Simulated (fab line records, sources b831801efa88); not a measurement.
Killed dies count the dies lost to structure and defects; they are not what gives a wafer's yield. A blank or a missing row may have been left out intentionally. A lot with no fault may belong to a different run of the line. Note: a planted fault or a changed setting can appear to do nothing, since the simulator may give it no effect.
fab line records	flow sky130
[record] lots = 5	wafers = 14	lastDay = 50
route steps=708 shown FIELD_ISO@1 PAD_OPEN@708
lots untouched by any fault: they come from a run of this same line in which no faults occurred
startH: start of the lot's first displayed wafer, in hours after the record's first day	waitH: hours from the lot's prior step to this one	" as in the row above	L1.1+2: several wafers, shown together as one row	- value missing, or start not given	* or withheld: withheld	< > ~ a bound
route shown NAME@n: a module of which the file shows steps, and the number in the route of the first	usual: average and standard deviation across the fault-free wafers	same: alike in all rows	chamber/n: place in a boat	sites: readings site by site	_std_site: the standard deviation of these	_edge_site: the outer-site mean with the inner-site mean subtracted	radiusMm: for every site, how far away it sits from the centre of the wafer	mask NAME#n: copy n	behind: the tool/chamber that last shaped the wafer	hold: why the lot went on hold/how many hours it stayed there/how the hold came to an end	device: whichever transistor did not switch (one of n, p or np)	end of line: the same wafers' tests at the end of the route	where a step has no rows: the recipe by itself	killed: count of dies lost to structure and defects at first sort (not the wafer's yield)	map: a wafer's dies, marking killed ones x, the rest . and places with no die _
set.NAME: the setting that was run; set.NAME@STEP: the one run at that earlier step	model.NAME: the simulator's own value behind a step, which no gauge read
a table for each step, a row for each wafer; lots at some steps of the route
services: when a tool's chamber went out of use (startH, in hours from the record's first day, below 0 if earlier), for how many hours, and the reason
[[steps]]
[step SKY_FIELD_ISO_BOW_MEAS_00]
[recipe] mode = bow
[usual] INCOMING_BOW = 0/6.9
lot.wafer	tool	chamber	startH	waitH	INCOMING_BOW[um]
L812.2	filmMetro-03	-	10.02	-	11
L812.3	"	-	"	"	7
L812.5	"	-	"	"	-8
L814.1	filmMetro-03	-	20.00	-	-4
L814.2	"	-	"	"	-9
L814.4	"	-	"	"	14
L818.2	filmMetro-03	-	40.02	-	-11
L818.4	"	-	"	"	-2
L826.1	filmMetro-03	-	80.00	-	12
L826.4	"	-	"	"	11
L826.5	"	-	"	"	0
L832.1	filmMetro-01	-	110.00	-	-1
L832.5	"	-	"	"	6
L832.6	"	-	"	"	-9
[step SKY_FIELD_ISO_OXIDATION_01]
[recipe] tempC = 900	ambient = O2	stabiliseS = 600	purgeS = 300	targetThkA = 120	oxTimeS = 1843
[step SKY_FIELD_ISO_THK_MEAS_02]
[recipe] reads = SiO2_of_FIELD_ISO_OXIDATION_01
[usual] FIELD_ISO_OXIDATION_00_THK = 11.94/0.26
lot.wafer	tool	chamber	startH	waitH	FIELD_ISO_OXIDATION_00_THK[nm]
L812.2	filmMetro-03	-	11.64	0.0	12.38
L812.3	"	-	"	"	12.30
L812.5	"	-	"	"	12.33
L814.1	filmMetro-01	-	22.06	0.0	12.44
L814.2	"	-	"	"	12.28
L814.4	"	-	"	"	12.29
L818.2	filmMetro-03	-	42.54	0.0	12.16
L818.4	"	-	"	"	12.31
L826.1	filmMetro-01	-	81.63	0.0	11.89
L826.4	"	-	"	"	11.94
L826.5	"	-	"	"	11.91
L832.1	filmMetro-02	-	111.63	0.0	11.55
L832.5	"	-	"	"	11.32
L832.6	"	-	"	"	11.38
[step SKY_FIELD_ISO_CVD_03]
[recipe] material = Si3N4	precursor = DCS/NH3	targetThkNm = 165	tempC = 770	timeS = 2830	pressureMtorr = 250
[step SKY_FIELD_ISO_THK_MEAS_04]
[recipe] reads = Si3N4_of_FIELD_ISO_CVD_03
[usual] FIELD_ISO_CVD_03_THK = 166.3/1.7
lot.wafer	tool	chamber	startH	waitH	FIELD_ISO_CVD_03_THK[nm]
L812.2	filmMetro-03	-	13.49	0.0	164.1
L812.3	"	-	"	"	165.0
L812.5	"	-	"	"	164.8
L814.1	filmMetro-03	-	26.37	0.0	164.7
L814.2	"	-	"	"	165.3
L814.4	"	-	"	"	165.7
L818.2	filmMetro-01	-	44.39	0.0	165.2
L818.4	"	-	"	"	163.4
L826.1	filmMetro-01	-	83.48	0.0	165.9
L826.4	"	-	"	"	165.6
L826.5	"	-	"	"	165.8
L832.1	filmMetro-01	-	115.37	0.0	164.9
L832.5	"	-	"	"	165.1
L832.6	"	-	"	"	165.9
[step SKY_FIELD_ISO_DEHYDRATE_05]
[recipe] tempC = 200	timeS = 60
[step SKY_FIELD_ISO_HMDS_06]
[recipe] primeTimeS = 60	primeTempC = 120
[step SKY_FIELD_ISO_COAT_07]
[recipe] resist = BARC	tempC = withheld	timeS = withheld	spinRpm = 3000	resistThkNm = 60
[step SKY_FIELD_ISO_COAT_08]
[recipe] resist = KrF-thick	spinRpm = 3000	resistThkNm = 450
[step SKY_FIELD_ISO_SOFTBAKE_09]
[recipe] tempC = 100	timeS = 90	resist = KrF-thick
[step SKY_FIELD_ISO_EXPOSE_10]
[recipe] maskId = FOM	na = 0.68	sourceShape = annular	sigmaInner = 0.4	sigmaOuter = 0.8	targetCdNm = 150	doseMj = 28
lot.wafer	tool	chamber	startH	waitH	mask
L812.2+3+5	krfScanner-01	0	21.06	-	FOM#0
L814.1+2+4	krfScanner-02	0	34.28	-	FOM#0
L818.2+4	krfScanner-02	0	52.17	-	FOM#0
L826.1+4+5	krfScanner-01	0	91.79	-	FOM#0
L832.1+5+6	krfScanner-01	0	124.71	-	FOM#0
[step SKY_FIELD_ISO_PEB_11]
[recipe] pebTempC = withheld	pebTimeS = withheld	resist = KrF-thick
[step SKY_FIELD_ISO_DEVELOP_12]
[recipe] developTimeS = 60	resist = KrF-thick	devTempC = 21
[step SKY_FIELD_ISO_CD_MEAS_13]
[recipe] targetCdNm = 150
[usual] cdNm = 149.6/1.5
lot.wafer	tool	chamber	startH	waitH	cdNm
L812.2	cdSem-01	-	28.23	-	149.6
L812.3	"	-	"	"	149.8
L812.5	"	-	"	"	148.1
L814.1	cdSem-01	-	42.00	-	148.7
L814.2	"	-	"	"	149.5
L814.4	"	-	"	"	149.4
L818.2	cdSem-01	-	60.48	-	144.7
L818.4	"	-	"	"	149.4
L826.1	cdSem-02	-	100.70	-	150.4
L826.4	"	-	"	"	150.9
L826.5	"	-	"	"	152.2
L832.1	cdSem-01	-	134.46	-	150.2
L832.5	"	-	"	"	149.5
L832.6	"	-	"	"	151.0
[step SKY_FIELD_ISO_ETCH_14]
[recipe] chemistry = N2/H2	target = BARC	ionEnergyEv = 200	sourceW = 500	biasW = 100	pressureMtorr = 30	n2FlowSccm = 100	h2FlowSccm = 200	stopOn = SiO2	timeS = 45.9	targetDepthA = 600
[usual] drypumpMotorCurrentA = 5.8/0.5	oesProductAu = 0.854/0.0048	throttleValvePct = 13.225/0.0076
lot.wafer	tool	chamber	startH	waitH	drypumpMotorCurrentA	oesProductAu	rfHoursCounterH	throttleValvePct	model.FIELD_ISO.cdNm
L812.2	rieDiel-02	1	28.33	0.1	5.4	0.852	52	13.228	149.8
L812.3	"	2	"	"	5.7	0.859	145	13.229	149.9
L812.5	"	0	"	"	5.8	0.858	-	13.229	147.8
L814.1	rieDiel-02	2	42.12	0.1	5.7	0.859	145	13.217	148.8
L814.2	"	0	"	"	5.8	0.847	113	13.213	148.8
L814.4	"	2	"	"	5.7	0.857	-	13.238	149.9
L818.2	rieDiel-01	3	60.58	0.1	5.5	0.862	146	13.214	144.7
L818.4	"	0	"	"	5.5	0.851	124	13.230	150.4
L826.1	rieDiel-01	2	100.82	0.1	6.4	0.852	4	13.237	150.4
L826.4	"	2	"	"	6.4	0.850	-	13.225	151.7
L826.5	"	3	"	"	5.5	0.849	-	13.212	152.2
L832.1	rieDiel-04	2	134.58	0.1	6.6	0.848	101	13.215	151
L832.5	"	3	"	"	5.9	0.854	-	13.227	148.8
L832.6	"	0	"	"	4.8	0.853	-	13.242	151.7
[step SKY_FIELD_ISO_ETCH_15]
[recipe] chemistry = CHF3/O2	targetDepthNm = 180	stopOn = Si	sourceW = 600	biasW = 200	pressureMtorr = 40	chf3FlowSccm = 50	O2_flow_sccm = 5	timeS = 72
[usual] drypumpMotorCurrentA = 5.7/0.5	oesProductAu = 0.950/0.0067	throttleValvePct = 8.846/0.0088
lot.wafer	tool	chamber	startH	waitH	drypumpMotorCurrentA	oesProductAu	rfHoursCounterH	throttleValvePct
L812.2	rieDiel-02	1	28.37	0.0	5.4	0.941	52	8.846
L812.3	"	2	"	"	5.8	0.948	145	8.844
L812.5	"	0	"	"	5.8	0.951	-	8.842
L814.1	rieDiel-02	2	42.16	0.0	5.7	0.948	145	8.829
L814.2	"	0	"	"	5.8	0.946	113	8.848
L814.4	"	2	"	"	5.7	0.951	-	8.840
L818.2	rieDiel-01	3	60.62	0.0	5.5	0.944	146	8.854
L818.4	"	0	"	"	5.4	0.940	124	8.836
L826.1	rieDiel-01	2	100.86	0.0	6.4	0.944	4	8.844
L826.4	"	2	"	"	6.4	0.948	-	8.843
L826.5	"	3	"	"	5.5	0.951	-	8.837
L832.1	rieDiel-04	2	134.62	0.0	6.6	0.947	101	8.862
L832.5	"	3	"	"	5.9	0.952	-	8.858
L832.6	"	0	"	"	4.8	0.950	-	8.855
[step SKY_FIELD_ISO_STRIP_16]
[recipe] chemistry = O2/N2	powerW = 1400	pressureMtorr = 1500	platenTempC = withheld	o2FlowSccm = 3000	n2FlowSccm = 300	overashFraction = 0.5
[usual] drypumpMotorCurrentA = 5.8/0.62	o2FlowSccm = 3000/9.3	oesProductAu = 0.376/0.0049	stripTimeToEndpointS = 3.53/0.036
lot.wafer	tool	chamber	startH	waitH	drypumpMotorCurrentA	o2FlowSccm	oesProductAu	rfHoursCounterH	stripTimeToEndpointS
L812.2	plasmaAsher-01	0	28.43	0.0	5.0	3019	0.374	36	3.51
L812.3	"	1	"	"	4.8	2988	0.387	-	3.58
L812.5	"	0	"	"	5.0	3008	0.374	-	3.51
L814.1	plasmaAsher-03	0	42.22	0.0	5.4	2996	0.386	36	3.57
L814.2	"	1	"	"	6.4	2987	0.378	36	3.53
L814.4	"	0	"	"	5.4	3004	0.375	-	3.58
L818.2	plasmaAsher-03	1	60.68	0.0	6.4	3002	0.370	38	3.53
L818.4	"	0	"	"	5.4	2999	0.373	-	3.58
L826.1	plasmaAsher-02	1	100.92	0.0	5.7	2999	0.378	38	3.49
L826.4	"	0	"	"	6.5	2992	0.374	-	3.47
L826.5	"	1	"	"	5.7	2996	0.376	-	3.50
L832.1	plasmaAsher-02	1	134.68	0.0	5.7	3007	0.372	42	3.51
L832.5	"	0	"	"	6.6	3011	0.372	-	3.50
L832.6	"	1	"	"	5.7	3003	0.385	-	3.56
[step SKY_FIELD_ISO_ETCH_17]
[recipe] targetDepthA = 3420	maskMaterial = Si3N4	chemistry = HBr/Cl2/O2	target = Si	taperDeg = 5	icpW = 600	biasW = 150	pressureMtorr = 15	HBr_flow_sccm = 150	Cl2_flow_sccm = 40	O2_flow_sccm = 6	timeS = 97.7
[usual] HBr_flow_sccm = 149.9/0.46	drypumpMotorCurrentA = 5.6/0.55	oesProductAu = 0.995/0.014	throttleValvePct = 25.659/0.011
lot.wafer	tool	chamber	startH	waitH	HBr_flow_sccm	drypumpMotorCurrentA	oesProductAu	rfHoursCounterH	throttleValvePct	model.FIELD_ISO.cdNm
L812.2	rieSi-02	2	28.53	0.1	150.5	5.1	1.022	32	25.634	150.4
L812.3	"	1	"	"	149.9	6.3	1.021	25	25.647	149.7
L812.5	"	0	"	"	149.4	5.1	1.011	-	25.650	147.3
L814.1	rieSi-01	3	42.32	0.1	150.3	5.6	0.979	148	25.666	149.2
L814.2	"	1	"	"	149.5	6.2	0.987	28	25.664	148.9
L814.4	"	0	"	"	149.4	5.7	0.982	33	25.669	151.2
L818.2	rieSi-02	1	60.78	0.1	150.4	6.3	1.027	26	25.645	145.6
L818.4	"	0	"	"	149.9	5.1	1.012	47	25.644	149.2
L826.1	rieSi-01	2	101.02	0.1	150.2	4.7	0.987	122	25.661	151.6
L826.4	"	1	"	"	149.6	6.2	0.990	-	25.659	152.7
L826.5	"	2	"	"	149.9	4.7	0.992	-	25.663	153.4
L832.1	rieSi-02	0	134.78	0.1	150.1	5.1	1.009	48	25.650	151.3
L832.5	"	3	"	"	149.8	6.2	0.993	-	25.664	147.7
L832.6	"	2	"	"	150.5	5.1	1.011	-	25.637	152.7
[step SKY_FIELD_ISO_WET_ETCH_18]
[recipe] chemistry = H3PO4	targetDepthNm = 25	tempC = 160	target = Si3N4	timeS = 286
[step SKY_PAD_OPEN_PROBE_99]
[usual] killed_at_M0_to_M3 = 43/7.7	killed_at_M4_up = 3.1/1.7	killedAtContacts = 23/4.8	killedAtFrontEnd = 15/4.5	killedAtOther = 0.3/0.58	killedDies = 85/10	killedOpen = 46/7.5	killedShort = 38/6.5
[same] grossDies = 492	killedAtBackSide = 0
lot.wafer	tool	chamber	startH	waitH	killed_at_M0_to_M3	killed_at_M4_up	killedAtContacts	killedAtFrontEnd	killedAtOther	killedDies	killedOpen	killedShort	model.etest.resPdiff.widthNm	model.etest.resNdiff.widthNm
L812.2	prober-02	-	1070.49	0.1	42	3	14	13	0	72	36	36	144.4	158.4
L812.3	prober-02	-	1070.54	0.2	37	4	19	11	1	72	45	27	143.5	156.5
L812.5	prober-02	-	1070.64	0.2	44	4	16	17	0	81	37	44	140.7	154
L814.1	prober-01	-	1087.69	0.1	42	5	21	10	0	78	47	31	142.9	155.9
L814.2	prober-01	-	1087.74	0.1	42	0	26	18	0	86	46	40	142.4	154.9
L814.4	prober-01	-	1087.84	0.2	44	4	29	12	0	89	52	36	145.1	158.1
L818.2	prober-01	-	1116.63	0.1	29	6	20	14	0	69	40	29	139.4	152.4
L818.4	prober-01	-	1116.73	0.2	41	3	31	16	0	91	57	34	142.6	155.4
L826.1	prober-02	-	1159.29	0.1	51	2	24	28	0	105	57	48	145.2	159.1
L826.4	prober-02	-	1159.44	0.2	49	1	23	16	0	89	52	37	145.6	159.2
L826.5	prober-02	-	1159.49	0.2	48	8	28	21	0	105	54	51	146.9	160.7
L832.1	prober-02	-	1191.08	0.1	50	0	22	23	1	96	51	45	145.4	157.9
L832.5	prober-02	-	1191.28	0.2	54	5	26	8	0	93	46	46	141.3	154.3
L832.6	prober-02	-	1191.33	0.2	43	5	22	18	0	88	48	40	145.8	159.7
// killed by level:class
L812.2 VIA2:geometricParticle:open=12 VIA1:geometricParticle:open=8 METAL1:geometricParticle:short=7 METAL2:geometricParticle:short=6 FIELD_ISO:geometricParticle:open=4 VIA1:geometricParticle:short=4 LOCAL_INTERCONNECT:geometricParticle:short=4 CONTACT:geometricParticle:open=4
L812.3 VIA1:geometricParticle:open=13 LOCAL_INTERCONNECT:geometricParticle:short=7 CONTACT:geometricParticle:open=6 VIA2:geometricParticle:open=6 VIA3:geometricParticle:open=6 POLY_GATE:geometricParticle:open=4 LI_CONTACT:geometricParticle:open=4 METAL4:geometricParticle:short=4
L812.5 VIA1:geometricParticle:open=10 METAL1:geometricParticle:short=6 VIA2:geometricParticle:short=5 VIA3:geometricParticle:open=5 FIELD_ISO:geometricParticle:short=4 POLY_GATE:geometricParticle:short=4 POLY_GATE:geometricParticle:open=4 LI_CONTACT:geometricParticle:open=4
L814.1 VIA1:geometricParticle:open=11 LI_CONTACT:geometricParticle:open=7 CONTACT:geometricParticle:open=6 METAL2:geometricParticle:short=5 VIA3:geometricParticle:open=5 VIA2:geometricParticle:open=5 VIA1:geometricParticle:short=4 FIELD_ISO:geometricParticle:short=3
L814.2 CONTACT:geometricParticle:open=11 VIA1:geometricParticle:open=10 VIA1:geometricParticle:short=7 METAL2:geometricParticle:short=6 VIA3:geometricParticle:open=6 POLY_GATE:geometricParticle:open=5 LI_CONTACT:geometricParticle:open=5 CONTACT:geometricParticle:short=5
L814.4 CONTACT:geometricParticle:open=13 VIA1:geometricParticle:open=9 VIA2:geometricParticle:open=9 LI_CONTACT:geometricParticle:open=5 CONTACT:geometricParticle:short=5 METAL1:geometricParticle:short=5 VIA1:geometricParticle:short=5 VIA3:geometricParticle:short=5
L818.2 CONTACT:geometricParticle:open=11 POLY_GATE:geometricParticle:open=7 METAL2:geometricParticle:short=5 VIA3:geometricParticle:open=5 FIELD_ISO:geometricParticle:short=4 VIA2:geometricParticle:open=4 VIA1:geometricParticle:open=4 METAL1:geometricParticle:short=3
L818.4 VIA1:geometricParticle:open=15 LI_CONTACT:geometricParticle:open=9 CONTACT:geometricParticle:open=8 CONTACT:geometricParticle:short=6 VIA2:geometricParticle:open=6 METAL2:geometricParticle:short=5 FIELD_ISO:geometricParticle:short=4 VIA3:geometricParticle:short=4
L826.1 VIA1:geometricParticle:open=13 CONTACT:geometricParticle:open=11 POLY_GATE:geometricParticle:short=10 METAL1:geometricParticle:short=9 VIA3:geometricParticle:open=8 FIELD_ISO:geometricParticle:short=6 POLY_GATE:geometricParticle:open=6 VIA2:geometricParticle:open=6
L826.4 CONTACT:geometricParticle:open=8 VIA1:geometricParticle:short=8 VIA2:geometricParticle:open=8 VIA3:geometricParticle:open=8 POLY_GATE:geometricParticle:open=6 LI_CONTACT:geometricParticle:open=6 VIA1:geometricParticle:open=5 METAL2:geometricParticle:short=4
L826.5 VIA1:geometricParticle:open=10 LI_CONTACT:geometricParticle:open=10 CONTACT:geometricParticle:open=7 METAL1:geometricParticle:short=7 VIA2:geometricParticle:open=7 POLY_GATE:geometricParticle:short=6 METAL2:geometricParticle:short=6 POLY_GATE:geometricParticle:open=5
L832.1 VIA3:geometricParticle:open=10 VIA1:geometricParticle:open=10 FIELD_ISO:geometricParticle:short=8 CONTACT:geometricParticle:open=8 POLY_GATE:geometricParticle:short=6 METAL1:geometricParticle:short=5 LI_CONTACT:geometricParticle:short=5 VIA1:geometricParticle:short=5
L832.5 VIA1:geometricParticle:open=15 CONTACT:geometricParticle:open=12 METAL2:geometricParticle:short=8 VIA3:geometricParticle:open=8 LI_CONTACT:geometricParticle:short=7 METAL1:geometricParticle:short=6 CONTACT:geometricParticle:short=5 VIA1:geometricParticle:short=5
L832.6 METAL1:geometricParticle:short=10 CONTACT:geometricParticle:open=9 VIA1:geometricParticle:open=8 LI_CONTACT:geometricParticle:open=7 VIA2:geometricParticle:open=6 FIELD_ISO:geometricParticle:open=5 POLY_GATE:geometricParticle:open=5 POLY_GATE:geometricParticle:short=4
[[services]]
tool	chamber	startH	hours	kind
krfScanner-02	-	15.75	0.8	pm
rieDiel-02	3	19.15	-	clean
rieDiel-02	3	19.15	29.5	scheduledDown
rieDiel-02	3	19.15	29.5	ventCycle
krfScanner-01	0	19.80	-	calibration
krfScanner-01	-	34.37	1.0	pm
rieDiel-02	2	34.87	3.9	repair
rieDiel-04	-	41.80	0.6	repair
krfScanner-01	-	54.25	1.3	pm
krfScanner-02	-	55.55	1.3	pm
krfScanner-01	-	56.85	0.8	pm
rieDiel-02	2	58.40	5.7	repair
rieDiel-02	0	60.36	3.9	repair
krfScanner-02	-	60.72	1.0	pm
krfScanner-02	-	73.70	4.0	pm
rieSi-01	3	90.24	-	clean
rieSi-01	3	90.24	19.4	scheduledDown
rieDiel-01	0	100.13	24.2	repair
rieSi-01	0	103.68	1.6	repair
rieDiel-01	1	106.28	2.9	repair
plasmaAsher-01	-	108.75	9.0	pm
krfScanner-01	-	111.32	0.6	repair
rieDiel-02	3	121.52	15.1	repair
krfScanner-01	-	123.58	0.9	repair
[[key]]
[firstSign] step = SKY_FIELD_ISO_CD_MEAS_13	reading = cdNm	direction = down	sigmas = 3.2	usual = 149.6	struck = 144.7
effect none on later readings
[modelEffect] step = SKY_FIELD_ISO_ETCH_14	value = FIELD_ISO.cdNm	without = 149	struck = 144.7
[modelEffect] step = SKY_FIELD_ISO_ETCH_17	value = FIELD_ISO.cdNm	without = 149.9	struck = 145.6
[modelEffect] step = SKY_PAD_OPEN_PROBE_99	value = etest.resPdiff.widthNm	without = 143.7	struck = 139.4
metAt SKY_FIELD_ISO_EXPOSE_10
struckWafers L818.2
testerLeftOut L818
onsetBetween 34.28 52.17
[fault] kind = processParameterDrift	tool = krfScanner-02	chamber = -	onsetH = 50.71	steps = SKY_FIELD_ISO_EXPOSE_10	channel = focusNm	offset = 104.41	shape = step	endH = 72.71	scope = struckWafersOnly
// testerLeftOut: of these lots the tester's yield and bins aren't shown, on N5 and GAA mostly nor the transistor test; their killed dies are dies lost to structure and defects alone, not to doping, threshold or leakage, so they don't give the yield
